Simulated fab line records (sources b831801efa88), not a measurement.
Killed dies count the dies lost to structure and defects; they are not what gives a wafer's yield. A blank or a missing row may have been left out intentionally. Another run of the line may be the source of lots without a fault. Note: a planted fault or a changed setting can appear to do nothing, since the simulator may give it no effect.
Which tool was responsible? :: flow sky130 :: 31 wafers from 11 lots sampled at 5 of the route's 708 steps

== WHAT THE GAUGES READ, wafer by wafer ==
SKY_SD_N_OVL_MEAS_08. Usual: for SD_N_OVL the level is -0.8 nm and the standard deviation is 1.4.
lot: L650
measured: day 28 19:32
on: overlay-01
SD_N_OVL (nm): -1.2 -0.3 -1.6
flag: 

lot: L651
measured: day 29 19:31
on: overlay-01
SD_N_OVL (nm): -0.7 -3.5 -2.1
flag: 

lot: L653
measured: day 30 02:47
on: overlay-01
SD_N_OVL (nm): 0.4 0.3 -1.5
flag: 

lot: L656
measured: day 31 16:00
on: overlay-01
SD_N_OVL (nm): -0.6 -1.1 -0.8
flag: 

lot: L657
measured: day 31 20:26
on: overlay-02
SD_N_OVL (nm): -1.8 -1.9 -2.3
flag: 

lot: L658
measured: day 32 02:37
on: overlay-01
SD_N_OVL (nm): -3.5 -3.8 -2.9
flag: 

lot: L659
measured: day 32 09:23
on: overlay-01
SD_N_OVL (nm): -0.9 -1.4 -0.7
flag: 

lot: L664
measured: day 34 03:26
on: overlay-01
SD_N_OVL (nm): 0.8 0.3 2.2
flag: 

lot: L661
measured: day 34 04:32
on: overlay-02
SD_N_OVL (nm): 2.2 2.1 2.6
flag: 

lot: L670
measured: day 35 23:14
on: overlay-02
SD_N_OVL (nm): -2.8 -2.8
flag: 

lot: L671
measured: day 36 04:32
on: overlay-01
SD_N_OVL (nm): -0.3 -1.4
flag: 

SKY_LOCAL_INTERCONNECT_RS_MEAS_01: measures by four-point-probe. Usual: for LOCAL_INTERCONNECT_TIN_RS the level is 14.26 ohm/sq and the standard deviation is 0.13.
lot: L650
measured: day 30 03:03
on: film metro-04
LOCAL_INTERCONNECT_TIN_RS (ohm/sq): 14.35 14.22 14.21
flag: 

lot: L651
measured: day 31 03:04
on: film metro-02
LOCAL_INTERCONNECT_TIN_RS (ohm/sq): 14.40 14.43 14.53
flag: 

lot: L653
measured: day 31 10:12
on: film metro-04
LOCAL_INTERCONNECT_TIN_RS (ohm/sq): 14.10 14.18 14.22
flag: 

lot: L656
measured: day 32 21:43
on: film metro-02
LOCAL_INTERCONNECT_TIN_RS (ohm/sq): 14.34 14.25 14.38
flag: 

lot: L657
measured: day 33 02:04
on: film metro-02
LOCAL_INTERCONNECT_TIN_RS (ohm/sq): 14.37 14.39 14.17
flag: 

lot: L658
measured: day 33 07:22
on: film metro-02
LOCAL_INTERCONNECT_TIN_RS (ohm/sq): 14.14 14.35 14.25
flag: 

lot: L659
measured: day 33 13:13
on: film metro-02
LOCAL_INTERCONNECT_TIN_RS (ohm/sq): 14.20 14.16 14.08
flag: 

lot: L664
measured: day 35 08:09
on: film metro-01
LOCAL_INTERCONNECT_TIN_RS (ohm/sq): 14.25 14.39 14.32
flag: 

lot: L661
measured: day 35 08:17
on: film metro-04
LOCAL_INTERCONNECT_TIN_RS (ohm/sq): 14.41 14.21 14.40
flag: 

lot: L670
measured: day 37 03:50
on: film metro-02
LOCAL_INTERCONNECT_TIN_RS (ohm/sq): 14.35 8.90
flag: OFF

lot: L671
measured: day 37 08:37
on: film metro-04
LOCAL_INTERCONNECT_TIN_RS (ohm/sq): 14.16 8.86
flag: OFF

SKY_LOCAL_INTERCONNECT_THK_MEAS_02: measures by xrf. Usual: for LOCAL_INTERCONNECT_TIN_THK the level is 99.0 nm and the standard deviation is 0.91.
lot: L650
measured: day 30 03:10
on: film metro-04
LOCAL_INTERCONNECT_TIN_THK (nm): 98.5 99.7 99.5
flag: 

lot: L651
measured: day 31 03:11
on: film metro-02
LOCAL_INTERCONNECT_TIN_THK (nm): 98.1 97.8 97.3
flag: 

lot: L653
measured: day 31 10:19
on: film metro-04
LOCAL_INTERCONNECT_TIN_THK (nm): 99.8 98.9 99.8
flag: 

lot: L656
measured: day 32 21:49
on: film metro-02
LOCAL_INTERCONNECT_TIN_THK (nm): 98.9 98.3 97.8
flag: 

lot: L657
measured: day 33 02:11
on: film metro-02
LOCAL_INTERCONNECT_TIN_THK (nm): 97.5 98.1 99.3
flag: 

lot: L658
measured: day 33 07:29
on: film metro-02
LOCAL_INTERCONNECT_TIN_THK (nm): 99.5 98.2 98.5
flag: 

lot: L659
measured: day 33 13:20
on: film metro-02
LOCAL_INTERCONNECT_TIN_THK (nm): 99.3 99.4 99.7
flag: 

lot: L664
measured: day 35 08:16
on: film metro-01
LOCAL_INTERCONNECT_TIN_THK (nm): 98.9 98.0 98.4
flag: 

lot: L661
measured: day 35 08:24
on: film metro-04
LOCAL_INTERCONNECT_TIN_THK (nm): 98.1 99.5 98.0
flag: 

lot: L670
measured: day 37 03:58
on: film metro-02
LOCAL_INTERCONNECT_TIN_THK (nm): 98.1 155.4
flag: OFF

lot: L671
measured: day 37 08:44
on: film metro-04
LOCAL_INTERCONNECT_TIN_THK (nm): 99.9 157.3
flag: OFF

SKY_LOCAL_INTERCONNECT_OVL_MEAS_12. Usual: for LOCAL_INTERCONNECT_OVL the level is 1 nm and the standard deviation is 4.5.
lot: L650
measured: day 31 07:27
on: overlay-02
LOCAL_INTERCONNECT_OVL (nm): -2 -1 2
flag: 

lot: L651
measured: day 32 06:20
on: overlay-02
LOCAL_INTERCONNECT_OVL (nm): -9 1 0
flag: 

lot: L653
measured: day 32 13:26
on: overlay-01
LOCAL_INTERCONNECT_OVL (nm): 3 10 5
flag: 

lot: L656
measured: day 33 21:50
on: overlay-01
LOCAL_INTERCONNECT_OVL (nm): 1 1 -1
flag: 

lot: L657
measured: day 34 02:02
on: overlay-02
LOCAL_INTERCONNECT_OVL (nm): -1 1 -3
flag: 

lot: L658
measured: day 34 07:32
on: overlay-02
LOCAL_INTERCONNECT_OVL (nm): 9 6 4
flag: 

lot: L659
measured: day 34 12:35
on: overlay-01
LOCAL_INTERCONNECT_OVL (nm): 9 8 4
flag: 

lot: L664
measured: day 36 10:53
on: overlay-01
LOCAL_INTERCONNECT_OVL (nm): 4 1 3
flag: 

lot: L661
measured: day 36 11:11
on: overlay-02
LOCAL_INTERCONNECT_OVL (nm): -1 3 1
flag: 

lot: L670
measured: day 38 06:02
on: overlay-02
LOCAL_INTERCONNECT_OVL (nm): 0 -6
flag: 

lot: L671
measured: day 38 09:47
on: overlay-02
LOCAL_INTERCONNECT_OVL (nm): 8 -1
flag: 

== WHICH TOOL RAN EACH LOT (tool, then ch and the chambers of the sampled wafers, then the start) ==
lot: L650
SKY_LOCAL_INTERCONNECT_SPUTTER_00: pvd sputter-01, day 30 02:58

lot: L651
SKY_LOCAL_INTERCONNECT_SPUTTER_00: pvd sputter-04, day 31 03:01

lot: L653
SKY_LOCAL_INTERCONNECT_SPUTTER_00: pvd sputter-04, day 31 10:08

lot: L656
SKY_LOCAL_INTERCONNECT_SPUTTER_00: pvd sputter-01, day 32 21:38

lot: L657
SKY_LOCAL_INTERCONNECT_SPUTTER_00: pvd sputter-01, day 33 02:00

lot: L658
SKY_LOCAL_INTERCONNECT_SPUTTER_00: pvd sputter-01, day 33 07:18

lot: L659
SKY_LOCAL_INTERCONNECT_SPUTTER_00: pvd sputter-01, day 33 13:09

lot: L664
SKY_LOCAL_INTERCONNECT_SPUTTER_00: pvd sputter-01, day 35 08:05

lot: L661
SKY_LOCAL_INTERCONNECT_SPUTTER_00: pvd sputter-04, day 35 08:13

lot: L670
SKY_LOCAL_INTERCONNECT_SPUTTER_00: pvd sputter-04, day 37 03:47

lot: L671
SKY_LOCAL_INTERCONNECT_SPUTTER_00: pvd sputter-04, day 37 08:33
- SKY_LOCAL_INTERCONNECT_SPUTTER_00: material TiN, target thk 100 nm, time 83.3 s.

== WHAT THE TOOLS THEMSELVES READ (means of the sampled wafers that have a number; where no wafer has one, the mark that the record gives instead) ==
SKY_LOCAL_INTERCONNECT_SPUTTER_00. Usual: 30.2 % for throttle valve pct, sd 1.3.
lot: L650
tool: pvd sputter-01
throttle valve pct (%): 30.4
flag: 

lot: L651
tool: pvd sputter-04
throttle valve pct (%): 30.0
flag: 

lot: L653
tool: pvd sputter-04
throttle valve pct (%): 29.6
flag: 

lot: L656
tool: pvd sputter-01
throttle valve pct (%): 29.9
flag: 

lot: L657
tool: pvd sputter-01
throttle valve pct (%): 29.2
flag: 

lot: L658
tool: pvd sputter-01
throttle valve pct (%): 31.1
flag: 

lot: L659
tool: pvd sputter-01
throttle valve pct (%): 31.0
flag: 

lot: L664
tool: pvd sputter-01
throttle valve pct (%): 30.6
flag: 

lot: L661
tool: pvd sputter-04
throttle valve pct (%): 29.6
flag: 

lot: L670
tool: pvd sputter-04
throttle valve pct (%): 29.1
flag: 

lot: L671
tool: pvd sputter-04
throttle valve pct (%): 29.4
flag: 

== THE ANSWER, worked out from the rows above alone ==
Rule: lot off if the mean of its wafers having a number is beyond 3 standard deviations from the usual mean. A lot without any number at a reading at which 4 lots or more have one is off too. Where the step has rows for the other lots, those lots are counted as sound. Order of review: gauges by route order, followed by the tools' own readings, for which a lot's mean as printed above is used. The first step at which some lot is off is used, and at that step the reading that is off furthest; a lot without a number counts as furthest.
Off: L670, L671, seen at SKY_LOCAL_INTERCONNECT_RS_MEAS_01 (LOCAL_INTERCONNECT_TIN_RS).
If a tool, at a process step before that reading, ran all the lots that are off and no sound lot after the first of them, it fits. Gauges at SKY_LOCAL_INTERCONNECT_RS_MEAS_01: tried the same way as those tools. One fits: SKY_LOCAL_INTERCONNECT_SPUTTER_00 on pvd sputter-04. A fault onset in the window from L661 (day 35 08:13, its last sound lot) to L670 (day 37 03:47, its first lot off) fits.

== WHAT WAS PUT IN BY THE SIMULATOR ==
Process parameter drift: pvd sputter-04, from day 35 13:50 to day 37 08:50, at SKY_LOCAL_INTERCONNECT_SPUTTER_00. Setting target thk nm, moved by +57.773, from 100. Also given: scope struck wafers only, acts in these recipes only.
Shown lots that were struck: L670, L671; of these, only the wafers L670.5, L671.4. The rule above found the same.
